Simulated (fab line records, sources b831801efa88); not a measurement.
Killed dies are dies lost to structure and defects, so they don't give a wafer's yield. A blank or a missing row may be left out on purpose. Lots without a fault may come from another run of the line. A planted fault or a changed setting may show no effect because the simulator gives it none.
Which tool did it? | flow sky130 | 14 lots, 42 wafers sampled, at 3 steps of a route of 708

WHAT THE GAUGES READ, wafer by wafer
SKY_LDD_N_TW_MEAS_17. Usual: LDD_N_TW 2607, standard deviation 14.
lot  | measured     | on            | LDD_N_TW       | flag
L115 | day 17 19:26 | film_metro-03 | 2632 2615 2616 |
L116 | day 17 23:28 | film_metro-04 | 2586 2593 2591 |
L117 | day 18 08:41 | film_metro-01 | 2633 2628 2632 |
L118 | day 18 12:47 | film_metro-04 | 2596 2603 2590 |
L119 | day 19 06:29 | film_metro-01 | 2598 2615 2607 |
L121 | day 20 07:05 | film_metro-04 | 2598 2594 2595 |
L122 | day 20 13:09 | film_metro-01 | 2623 2627 2618 |
L124 | day 21 06:59 | film_metro-04 | 2591 2588 2590 |
L125 | day 21 19:03 | film_metro-03 | 2612 2617 2602 |
L129 | day 23 06:59 | film_metro-01 | 2613 2621 2632 |
L130 | day 23 14:14 | film_metro-01 | 2968 2988 2980 | OFF
L133 | day 24 10:49 | film_metro-04 | 2976 2957 2993 | OFF
L136 | day 25 01:41 | film_metro-04 | 2608 2609 2612 |
L137 | day 25 15:20 | film_metro-03 | 2596 2588 2580 |

WHICH TOOL RAN EACH LOT (tool, then ch and the chambers of the sampled wafers, then the start)
lot  | SKY_LDD_N_IMPLANT_08            | SKY_LDD_N_STRIP_16
L115 | implanter-02 ch 0, day 17 18:08 | plasma_asher-03 ch 0,1, day 17 19:20
L116 | implanter-01 ch 0, day 17 22:12 | plasma_asher-03 ch 0,1, day 17 23:22
L117 | implanter-02 ch 0, day 18 07:23 | plasma_asher-03 ch 0, day 18 08:35
L118 | implanter-02 ch 0, day 18 11:29 | plasma_asher-04 ch 0,1, day 18 12:41
L119 | implanter-04 ch 0, day 19 05:13 | plasma_asher-03 ch 0,1, day 19 06:23
L121 | implanter-02 ch 0, day 20 05:47 | plasma_asher-03 ch 0,1, day 20 06:59
L122 | implanter-02 ch 0, day 20 11:53 | plasma_asher-01 ch 0,1, day 20 13:04
L124 | implanter-02 ch 0, day 21 05:42 | plasma_asher-04 ch 0, day 21 06:53
L125 | implanter-04 ch 0, day 21 17:46 | plasma_asher-01 ch 0,1, day 21 18:56
L129 | implanter-01 ch 0, day 23 05:41 | plasma_asher-01 ch 0,1, day 23 06:53
L130 | implanter-04 ch 0, day 23 12:56 | plasma_asher-04 ch 0,1, day 23 14:08
L133 | implanter-04 ch 0, day 24 09:32 | plasma_asher-01 ch 0,1, day 24 10:44
L136 | implanter-01 ch 0, day 25 00:23 | plasma_asher-01 ch 0,1, day 25 01:35
L137 | implanter-01 ch 0, day 25 14:02 | plasma_asher-01 ch 0,1, day 25 15:14
- SKY_LDD_N_IMPLANT_08
- SKY_LDD_N_STRIP_16: strips in O2/N2.

WHAT THE TOOLS THEMSELVES READ (means of the sampled wafers that have a number; where no wafer has one, the mark that the record gives instead)
SKY_LDD_N_IMPLANT_08. Usual: beam_on_s 9.97 s, standard deviation 0.22; dose_ions_cm2 7.501e+13, standard deviation 8e+10; faraday_current_uA 424, standard deviation 9.3.
lot  | tool         | beam_on_s (s) | dose_ions_cm2 | faraday_current_uA | flag
L115 | implanter-02 | 9.99          | 7.498e+13     | 423                |
L116 | implanter-01 | 9.77          | 7.499e+13     | 432                |
L117 | implanter-02 | 10.11         | 7.494e+13     | 417                |
L118 | implanter-02 | 10.02         | 7.500e+13     | 423                |
L119 | implanter-04 | 9.86          | 7.495e+13     | 430                |
L121 | implanter-02 | 9.90          | 7.507e+13     | 427                |
L122 | implanter-02 | 9.91          | 7.503e+13     | 426                |
L124 | implanter-02 | 10.13         | 7.506e+13     | 418                |
L125 | implanter-04 | 9.94          | 7.503e+13     | 424                |
L129 | implanter-01 | 10.06         | 7.504e+13     | 420                |
L130 | implanter-04 | 54.95         | 5.155e+14     | 529                | OFF
L133 | implanter-04 | 55.73         | 5.155e+14     | 522                | OFF
L136 | implanter-01 | 9.90          | 7.495e+13     | 427                |
L137 | implanter-01 | 9.88          | 7.510e+13     | 429                |

SKY_LDD_N_STRIP_16. Usual: drypump_motor_current_A 6.14 A, standard deviation 0.21; o2_flow_sccm 2999 sccm, standard deviation 8; oes_product_au 0.407 a.u., standard deviation 0.0046; strip_time_to_endpoint_s 4.313 s, standard deviation 0.013.
lot  | tool            | drypump_motor_current_A (A) | o2_flow_sccm (sccm) | oes_product_au (a.u.) | strip_time_to_endpoint_s (s) | flag
L115 | plasma_asher-03 | 6.09                        | 3001                | 0.409                 | 4.304                        |
L116 | plasma_asher-03 | 6.01                        | 2999                | 0.406                 | 4.324                        |
L117 | plasma_asher-03 | 5.95                        | 2995                | 0.406                 | 4.326                        |
L118 | plasma_asher-04 | 6.29                        | 2998                | 0.405                 | 4.296                        |
L119 | plasma_asher-03 | 6.11                        | 2993                | 0.403                 | 4.300                        |
L121 | plasma_asher-03 | 6.08                        | 3005                | 0.408                 | 4.311                        |
L122 | plasma_asher-01 | 6.17                        | 2994                | 0.402                 | 4.320                        |
L124 | plasma_asher-04 | 6.33                        | 2997                | 0.407                 | 4.309                        |
L125 | plasma_asher-01 | 6.01                        | 2998                | 0.408                 | 4.309                        |
L129 | plasma_asher-01 | 6.01                        | 3002                | 0.403                 | 4.312                        |
L130 | plasma_asher-04 | 6.29                        | 3005                | 0.406                 | 5.337                        | OFF
L133 | plasma_asher-01 | 6.01                        | 2998                | 0.408                 | 5.358                        | OFF
L136 | plasma_asher-01 | 6.00                        | 2994                | 0.406                 | 4.323                        |
L137 | plasma_asher-01 | 6.01                        | 2998                | 0.406                 | 4.316                        |

THE ANSWER, worked out from the rows above alone
Rule: a lot is off if the mean of its wafers that have a number lies more than 3 standard deviations from the usual mean. A lot without any number at a reading at which 4 lots or more have one is off too. The other lots that the step has rows for count as sound. The gauges are gone through in route order, then the tools' own readings, and for those a lot's mean is taken as printed above. The first step at which some lot is off is used, and at that step the reading that is off furthest; a lot without a number counts as furthest.
Off: L130, L133, at SKY_LDD_N_TW_MEAS_17 (LDD_N_TW).
A tool fits if, at a process step before that reading, it ran every lot that is off, and no sound lot after the first of them. The gauges at SKY_LDD_N_TW_MEAS_17 aren't tried: what is off there is off at SKY_LDD_N_IMPLANT_08 too, on other tools, and a gauge's error can't cause that. One fits: implanter-04 at SKY_LDD_N_IMPLANT_08. Its last sound lot is L125 (day 21 17:46), its first lot that is off L130 (day 23 12:56): a fault that began between those two fits.
The tool's own readings at SKY_LDD_N_IMPLANT_08 bear it out: on the lots that are off they differ by more than 5 times the standard deviation of the sound lots' means. beam_on_s reads 55.34 s there against 9.96 s on the sound lots; dose_ions_cm2 reads 5.155e+14 there against 7.501e+13 on the sound lots; faraday_current_uA reads 526 there against 425 on the sound lots.

WHAT THE SIMULATOR HAD PUT IN
Process parameter drift: implanter-04, from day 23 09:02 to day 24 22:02, at SKY_LDD_N_IMPLANT_08. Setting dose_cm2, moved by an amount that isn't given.
Lots struck among those shown: L130, L133. The rule above found the same.
